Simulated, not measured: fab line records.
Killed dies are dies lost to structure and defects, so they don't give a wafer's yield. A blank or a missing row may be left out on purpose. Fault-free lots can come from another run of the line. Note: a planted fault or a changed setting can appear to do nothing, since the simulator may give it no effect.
Struck lot and sound lot, side by side / flow sky130 / 18 steps out of a route of 708
Sound: wafers L187.1, L187.3, L187.5. Wafers L193.2, L193.3, L193.4 were the ones struck. The cause comes at the end.
Each step with rows lists, per side, the tool, then ch with its chambers, then its first start. Under that, the readings that differ: sound wafers / struck wafers / difference of the means / sigmas: that difference in standard deviations of wafers without a fault.
alike: same words and numbers on both sides, and readings whose means sit less than 2 such deviations apart. not compared: any withheld reading, any reading some wafer has no value for, any bound like >300 that may hide the same value, and any number with overlapping values for which the record gives no deviation.
A row with sigmas, a row that says differs or no value, or rows on one side alone: a step with any of these is where the two part. Numbers that have no deviation but don't overlap get no sigmas and don't part them. A reading missing from all wafers of one side parts the sides only when that side holds two or more wafers.

first, 4 steps without rows for these wafers: SKY_VT_ADJUST_LVTN_SOFTBAKE_14 (time 60 s); SKY_VT_ADJUST_LVTN_EXPOSE_15 (exposes mask HVN STD DERIVED, target cd 600 nm); SKY_VT_ADJUST_LVTN_PEB_16; SKY_VT_ADJUST_LVTN_DEVELOP_17 (develop time 60 s).
SKY_VT_ADJUST_LVTN_OVL_MEAS_18:
  sound on overlay-01 at day 10 11:20; struck on overlay-02 at day 12 02:26
  alike: VT_ADJUST_LVTN_01_OVL
next, for these wafers, 1 step has no rows: SKY_VT_ADJUST_LVTN_IMPLANT_19.
SKY_VT_ADJUST_LVTN_STRIP_20: strips in O2/N2.
  sound on plasma asher-02 ch 0,1, day 10 11:31; struck on plasma asher-03 ch 0,1, day 12 02:37
  alike: drypump motor current A, oes product au, strip time to endpoint s
  not compared: rf hours counter h
SKY_VT_ADJUST_LVTN_TW_MEAS_21:
  sound on film metro-04 at day 10 11:37; struck on film metro-01 at day 12 02:44
reading=VT_ADJUST_LVTN_2_TW; sound=189.1 188.6 189.8; struck=186.4 185.1 185.1; difference=-3.6; sigmas=-2
then, 4 steps without rows for these wafers: SKY_VT_ADJUST_NCORE_DEHYDRATE_00 (time 60 s); SKY_VT_ADJUST_NCORE_HMDS_01 (prime time 60 s); SKY_VT_ADJUST_NCORE_COAT_02 (resist thk 1140 nm); SKY_VT_ADJUST_NCORE_SOFTBAKE_03 (time 60 s).
SKY_VT_ADJUST_NCORE_EXPOSE_04: exposes mask LVTN COMPLEMENT THIN, target cd 380 nm.
  sound on iline stepper-02 ch 0, day 10 22:23; struck on iline stepper-01 ch 0, day 12 16:24
reading=exposure dose mJ cm2; sound=138.79 138.80 138.84; struck=144.93 145.07 144.90; difference=+6.16; sigmas=+47
reading=reticle temp C (C); sound=23.02 22.75 22.79; struck=23.10 23.17 22.96; difference=+0.22; sigmas=+2
  alike: mask
then, 2 steps without rows for these wafers: SKY_VT_ADJUST_NCORE_PEB_05; SKY_VT_ADJUST_NCORE_DEVELOP_06 (develop time 60 s).
SKY_VT_ADJUST_NCORE_CD_MEAS_07: target cd 380 nm.
  sound on cd sem-01 at day 11 10:17; struck on cd sem-02 at day 13 05:07
reading=cd nm (nm); sound=382.7 380.7 381.7; struck=391.9 393.8 393.4; difference=+11.3; sigmas=+4
  not compared: hold
SKY_VT_ADJUST_NCORE_OVL_MEAS_08:
  sound on overlay-02 at day 11 10:24; struck on overlay-01 at day 13 06:41
reading=hold; sound=- - -; struck=await dispo/1.4h/release await dispo/1.4h/release await dispo/1.4h/release; difference=no value on the sound wafers; sigmas=
  alike: VT_ADJUST_NCORE_OVL
SKY_PAD_OPEN_PROBE_99:
  the record holds rows for the sound wafers here (prober-02, day 48 09:55) but none for the struck ones

## WHERE THEY PART
Earliest at SKY_VT_ADJUST_LVTN_TW_MEAS_21; latest, in this record, at SKY_PAD_OPEN_PROBE_99.

WHY: what the simulator had put in
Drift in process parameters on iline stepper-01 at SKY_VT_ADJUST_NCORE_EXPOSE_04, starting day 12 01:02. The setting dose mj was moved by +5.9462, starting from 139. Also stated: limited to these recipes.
